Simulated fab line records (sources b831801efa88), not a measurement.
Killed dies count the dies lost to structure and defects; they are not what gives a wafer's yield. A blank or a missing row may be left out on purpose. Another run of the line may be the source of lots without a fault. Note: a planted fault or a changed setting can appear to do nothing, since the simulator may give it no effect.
Which tool is to blame?	flow sky130	Sampling: 11 lots, 32 wafers, 3 of 708 route steps

## WHAT EACH GAUGE READ, for each wafer
SKY_METAL1_OVL_MEAS_16.
lot	measured	on	METAL1_OVL (nm)
L156	day 32 00:24	overlay-02	2 5 -3
L157	day 32 11:45	overlay-01	-4 -1 0
L158	day 32 18:28	overlay-02	4 0 0
L159	day 33 11:42	overlay-02	-9 -3 -11
L160	day 33 19:54	overlay-01	9 8 -1
L161	day 33 21:49	overlay-02	-6 -4 -3
L167	day 36 03:00	overlay-02	-1 -2 -2
L168	day 36 05:54	overlay-02	-9 -10 -9
L171	day 38 12:30	overlay-01	-3 -7 -1
L170	day 38 15:37	overlay-01	11 10 6
L173	day 39 00:44	overlay-02	-5 -1

SKY_VIA1_CD_MEAS_12 targets a cd of 150 nm.
lot	measured	on	cd_nm (nm)
L156	day 33 05:07	cd_sem-01	152.7 151.5 152.8
L157	day 33 16:19	cd_sem-02	151.8 150.5 151.9
L158	day 33 22:22	cd_sem-02	149.8 152.9 150.6
L159	day 34 16:37	cd_sem-02	147.1 148.6 148.7
L160	day 34 23:29	cd_sem-02	148.4 147.9 147.0
L161	day 35 01:29	cd_sem-02	149.3 149.6 151.0
L167	day 37 06:34	cd_sem-01	152.6 151.7 152.1
L168	day 37 09:41	cd_sem-02	149.3 148.8 148.9
L171	day 39 15:01	cd_sem-01	152.5 151.8 150.5
L170	day 39 17:43	cd_sem-01	149.1 149.3 150.2
L173	day 40 02:50	cd_sem-02	150.1 148.9

## WHICH TOOL RAN EACH LOT (tool, then ch and the chambers of the sampled wafers, then the start)
lot	SKY_CONTACT_SPUTTER_23
L156	pvd_sputter-01, day 30 20:24
L157	pvd_sputter-04, day 31 07:59
L158	pvd_sputter-01, day 31 14:19
L159	pvd_sputter-03, day 32 08:31
L160	pvd_sputter-01, day 32 15:49
L161	pvd_sputter-03, day 32 18:07
L167	pvd_sputter-01, day 34 23:56
L168	pvd_sputter-01, day 35 02:43
L171	pvd_sputter-04, day 37 09:10
L170	pvd_sputter-01, day 37 11:46
L173	pvd_sputter-01, day 37 21:41
- SKY_CONTACT_SPUTTER_23: material TiN, target thk 20 nm, time 80 s.

## AS READ BY THE TOOLS THEMSELVES (means over the sampled wafers that have a number; for cases with no such wafer, the mark the record gives instead)
SKY_CONTACT_SPUTTER_23.
lot	tool	throttle_valve_pct (%)
L156	pvd_sputter-01	29.4
L157	pvd_sputter-04	29.6
L158	pvd_sputter-01	29.8
L159	pvd_sputter-03	30.6
L160	pvd_sputter-01	30.6
L161	pvd_sputter-03	30.6
L167	pvd_sputter-01	30.6
L168	pvd_sputter-01	30.6
L171	pvd_sputter-04	29.6
L170	pvd_sputter-01	30.6
L173	pvd_sputter-01	30.0

## THE ANSWER, worked out from the rows above alone
Rule: the lots themselves supply what counts as usual. Put in order of their means at a reading, lots are off if they are a third of the lots or fewer, leave a main group of 4 or more, and stand apart from it by a gap of 3 or more times the standard deviation of the main group's means; of several such gaps the widest counts. The tables above print the reading to a certain number of digits; a main group whose means all agree to those digits is not used. Also off: a lot with no number at a reading for which 4 or more lots have one. Any other lot the step has rows for is counted as sound. First the gauges in route order, then the tools' own readings, where a lot's mean is used as printed above. The first step at which some lot is off is used, and at that step the reading that is off furthest; a lot without a number counts as furthest.
None of the lots is off at any reading shown; this tells nothing.

## WHAT HAD BEEN PUT IN BY THE SIMULATOR
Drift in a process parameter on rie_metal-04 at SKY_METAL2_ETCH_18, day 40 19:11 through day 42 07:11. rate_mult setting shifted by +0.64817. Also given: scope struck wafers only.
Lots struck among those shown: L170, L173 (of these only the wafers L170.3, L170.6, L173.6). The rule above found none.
